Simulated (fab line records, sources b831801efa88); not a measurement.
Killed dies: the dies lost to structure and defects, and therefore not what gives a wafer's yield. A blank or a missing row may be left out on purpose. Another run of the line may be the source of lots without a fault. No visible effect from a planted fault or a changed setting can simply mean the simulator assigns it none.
Code-filled problem report in 8D (eight disciplines) form -- flow gf180mcu -- the parts of the form that need people (team, actions taken, sign-off) are left out

1. PROBLEM STATEMENT
Wafers without a fault read 23.00 C, standard deviation 0.092; developer-temp-C at GF_NWELL_DEVELOP_06 reads a mean of 24.00 C on 6 wafers belonging to 2 lots. Measured from the usual mean, that is +11 standard deviations.
The step: develop time 60 s.
Seen first at day 6 01:00 on litho-track-04, wafer L644.1. The record holds 42 wafers of 14 lots with a number at this step. Rule for "out", or "out of limits": more than 4 standard deviations from the usual mean. All remaining wafers that have a number are taken as sound.

2. WHAT IT IS, AND WHAT IT ISN'T
question,is,is not
which readings at this step,developer-temp-C,exhaust-pa
which lots,"L644, L649","L632, L633, L634, L635, L637, L638, L639, L641, L642, L653, L654, L655"
which wafers of those lots,all that have a number,-
read on which tools,litho-track-04,"litho-track-02, litho-track-03"
when,from day 6 01:00,"up to then (27 sound wafers); but 9 sound wafers of L653, L654, L655 came after"

3. THE SUSPECTS, EACH WITH WHAT RULES IT OUT
Counting: a tool stays on the suspect list if, at a process step up to the reading, it processed all lots that are out and no sound lot following the first of them.
- cmp-02 at GF_STI_CMP_25 (polishes, stops on Si3N4, t overpolish 33 s, target thk 524.6 nm): kept. Every lot that is out went through it, starting with L644 (day 4 18:05), and after that it ran no sound lot; the last sound lot it ran before then is L642 (day 4 06:35).
- litho-track-04 at GF_NWELL_DEVELOP_06 (develop time 60 s): kept. Every lot that is out went through it, starting with L644 (day 6 01:00), and after that it ran no sound lot; the last sound lot it ran before then is L641 (day 5 09:00). On those wafers its own readings are out: developer-temp-C.
After counting, cmp-02 at GF_STI_CMP_25 and litho-track-04 at GF_NWELL_DEVELOP_06 remain.

4. THE CAUSE (what the simulator had put in)
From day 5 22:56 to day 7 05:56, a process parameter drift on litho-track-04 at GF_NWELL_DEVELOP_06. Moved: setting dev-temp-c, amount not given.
Counting leaves 2 suspects; this tool is one of them.

5. THE EFFECT CHAIN, in route order
Each row: a reading whose mean over the struck wafers that have a number lies more than 3 standard deviations from the usual. Scope: only readings with a usual standard deviation given in the record; hours: median across lots of the time from each lot's start at the first step in this table that gives one to its start at this step; sigmas: change in usual standard deviations.
hours,step,reading,usual,on struck wafers,change,sigmas
0,GF_NWELL_DEVELOP_06,developer-temp-C,23.00 C,24.00,+1.00,+11
The process steps in it:
- GF_NWELL_DEVELOP_06: develop time 60 s.

6. HOW IT WOULD HAVE BEEN CAUGHT EARLIER
2 hours passed between the start of the fault at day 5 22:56 and the first reading out of limits in this record, taken at day 6 01:00.
